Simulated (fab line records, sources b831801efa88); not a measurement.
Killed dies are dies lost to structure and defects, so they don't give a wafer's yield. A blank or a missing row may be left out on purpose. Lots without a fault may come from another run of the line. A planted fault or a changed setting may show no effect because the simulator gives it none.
One fault seen from 2 desks | flow sky130 | each desk has only its own numbers; what lay behind them comes last

THE TOOL OWNER'S DESK: rie_metal-04
The tool's own readings at SKY_METAL4_METAL_ETCH_18 (etches the open film in Cl2/BCl3, stops on SiO2, target depth 845 nm, time 183.1 s): means of the sampled wafers that have a number, for each lot that ran on this tool. A lot is out of limits, marked OUT, if its mean lies more than 4 standard deviations from the usual mean; the brackets give that distance. Of its 8 readings 7 are shown: the one that was out of limits first, and those that lie furthest out on some lot.
Columns: A = bcl3_flow_sccm at SKY_METAL4_METAL_ETCH_18, usual 29.99 sccm; B = chamber_pressure_mTorr at SKY_METAL4_METAL_ETCH_18, usual 10.000 mTorr; C = drypump_motor_current_A at SKY_METAL4_METAL_ETCH_18, usual 5.49 A; D = he_backside_leak_sccm at SKY_METAL4_METAL_ETCH_18, usual 3.4 sccm; E = oes_product_au at SKY_METAL4_METAL_ETCH_18, usual 0.867 a.u.; F = rf_fwd_power_W at SKY_METAL4_METAL_ETCH_18, usual 896.8 W; G = throttle_valve_pct at SKY_METAL4_METAL_ETCH_18, usual 22.265 %
lot  | first seen here | A     | B      | C    | D   | E     | F                | G
L434 | day 43 09:44    | 29.95 | 10.001 | 5.52 | 3.4 | 0.865 | 896.9            | 22.264
L437 | day 43 22:14    | 29.96 | 10.004 | 5.38 | 4.2 | 0.864 | 899.2            | 22.270
L444 | day 45 13:19    | 29.94 | 10.003 | 5.65 | 3.7 | 0.875 | 1042.2 (+58) OUT | 22.270
L446 | day 46 08:14    | 30.07 | 10.005 | 5.51 | 3.3 | 0.867 | 1041.4 (+58) OUT | 22.266
This desk's finding: out of limits on L444, L446; first on L444, day 45 13:19 (rf_fwd_power_W at SKY_METAL4_METAL_ETCH_18). In limits: L434, L437.

THE METROLOGY DESK
What the gauges read, lot by lot, whatever tool the lot ran on: means of the sampled wafers that have a number. A lot is out of limits, marked OUT, if its mean lies more than 4 standard deviations from the usual mean; the brackets give that distance.
Columns: A = VIA3_W_RS at SKY_VIA3_RS_MEAS_22, usual 0.2956 ohm/sq
lot  | first seen here | A
L433 | day 40 05:11    | 0.2954
L434 | day 41 10:48    | 0.2954
L436 | day 41 19:55    | 0.2914
L437 | day 41 23:37    | 0.2924
L441 | day 42 13:31    | 0.2968
L444 | day 43 16:56    | 0.2949
L446 | day 44 12:44    | 0.2949
L450 | day 45 18:07    | 0.2940
L451 | day 46 00:58    | 0.2965
L452 | day 46 05:28    | 0.2940
This desk's finding: nothing out of limits on any of the 10 lots.

PUT TOGETHER
The tool owner's desk could have raised an alarm at day 45 13:19, on L444, L446.
The metrology desk saw nothing out of limits.
The metrology desk has L444, L446 on record, within its limits.
Of the lots named, all ran SKY_METAL4_METAL_ETCH_18 on rie_metal-04.

WHAT THE SIMULATOR HAD PUT IN
Process parameter drift: rie_metal-04, from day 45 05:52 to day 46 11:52, at SKY_METAL4_METAL_ETCH_18. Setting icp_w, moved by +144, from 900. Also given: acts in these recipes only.
Lots struck among those shown: L444, L446.
Hours from the fault's start to each desk's first reading out of limits: the tool owner's desk, 7.
